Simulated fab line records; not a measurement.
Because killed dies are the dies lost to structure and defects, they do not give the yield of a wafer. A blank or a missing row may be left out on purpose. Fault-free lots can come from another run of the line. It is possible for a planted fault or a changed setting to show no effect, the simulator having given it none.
Comparing a struck lot with a sound one | flow sky130 | 15 out of 708 route steps
Sound: these wafers, L649.1, L649.5, L649.6. Wafers L642.1, L642.3, L642.6 were the ones struck. Last of all comes the cause.
At each step with rows: each side's tool, then ch and its chambers, then its first start. Under that, the readings that differ: sound wafers | struck wafers | difference of the means | sigmas: that difference in standard deviations of wafers without a fault.
alike: a reading whose means differ by less than 2 such deviations, as well as words and numbers matching on both sides. not compared: withheld readings; readings where some wafer has no value; bounds like >300 that might hide an equal value; numbers whose values overlap and for which the record gives no deviation.
A row with sigmas, a row that says differs or no value, or rows on one side alone: a step with any of these is where the two part. Non-overlapping numbers with no deviation appear without sigmas and do not part them. A reading that every wafer of one side lacks parts them only if that side has two wafers or more.

SKY_VT_ADJUST_PCH_TW_MEAS_10:
  sound on film-metro-04 at day 14 17:47; struck on film-metro-03 at day 12 09:14
  alike: VT_ADJUST_PCH_TW
then, 7 steps without rows for these wafers: SKY_SONOS_TUNNEL_DEHYDRATE_00 (time 60 s); SKY_SONOS_TUNNEL_HMDS_01 (prime time 60 s); SKY_SONOS_TUNNEL_COAT_02 (resist thk 1140 nm); SKY_SONOS_TUNNEL_SOFTBAKE_03 (time 60 s); SKY_SONOS_TUNNEL_EXPOSE_04 (exposes mask TUNM, target cd 410 nm); SKY_SONOS_TUNNEL_PEB_05; SKY_SONOS_TUNNEL_DEVELOP_06 (develop time 60 s).
SKY_SONOS_TUNNEL_CD_MEAS_07 targets a cd of 410 nm.
  sound on cd-sem-02 at day 15 19:20; struck on cd-sem-02 at day 13 09:19
  alike: cd-nm
SKY_SONOS_TUNNEL_OVL_MEAS_08:
  sound on overlay-02 at day 15 19:28; struck on overlay-01 at day 13 09:26
  alike: SONOS_TUNNEL_OVL
then, 2 steps without rows for these wafers: SKY_SONOS_TUNNEL_IMPLANT_09; SKY_SONOS_TUNNEL_WET_ETCH_10 (etches SiO2 in dHF, target depth 14 nm, time 280 s).
SKY_SONOS_TUNNEL_STRIP_11: strips in SPM, time 600 s.
  sound on wet-bench-02 ch 2, day 15 19:49; struck on wet-bench-01 ch 2, day 13 09:43
  no value came back on the struck wafers for bath-guard-temp-C (C), bath-heat-duty-pct (%); on the sound wafers bath-guard-temp-C (C) reads 130.0 130.0 130.0
  reading                                           | sound | struck         | difference | sigmas
  model.NOVOLAK_of_SONOS_TUNNEL_COAT_02.thk-nm (nm) | 0 0 0 | 1135 1139 1142 | +1139      |
SKY_SONOS_TUNNEL_TW_MEAS_12:
  sound on film-metro-01 at day 15 19:59; struck on film-metro-02 at day 13 09:53
  alike: SONOS_TUNNEL_TW
-- here the record skips 34 days between the struck wafers' starts before and after, leaving off in module SONOS_TUNNEL and picking up in module PAD_OPEN (first step shown: number 708 of the route) --
SKY_PAD_OPEN_PROBE_99:
  sound on prober-02 at day 49 05:07; struck on prober-02 at day 47 12:49
  reading             | sound    | struck      | difference | sigmas
  killed-at-front-end | 19 12 11 | 435 430 425 | +416       | +90
  killed-dies         | 86 70 74 | 492 492 492 | +415       | +46
  killed-on-rim       | 14 14 19 | 96 96 96    | +80        | +21
  alike: killed_at_M0_to_M3, killed_at_M4_up, killed-at-contacts, killed-at-other, killed-open, killed-short

== WHERE THEY PART ==
Earliest at SKY_SONOS_TUNNEL_STRIP_11; latest, in this record, at SKY_PAD_OPEN_PROBE_99.

WHY: whatever the simulator had introduced
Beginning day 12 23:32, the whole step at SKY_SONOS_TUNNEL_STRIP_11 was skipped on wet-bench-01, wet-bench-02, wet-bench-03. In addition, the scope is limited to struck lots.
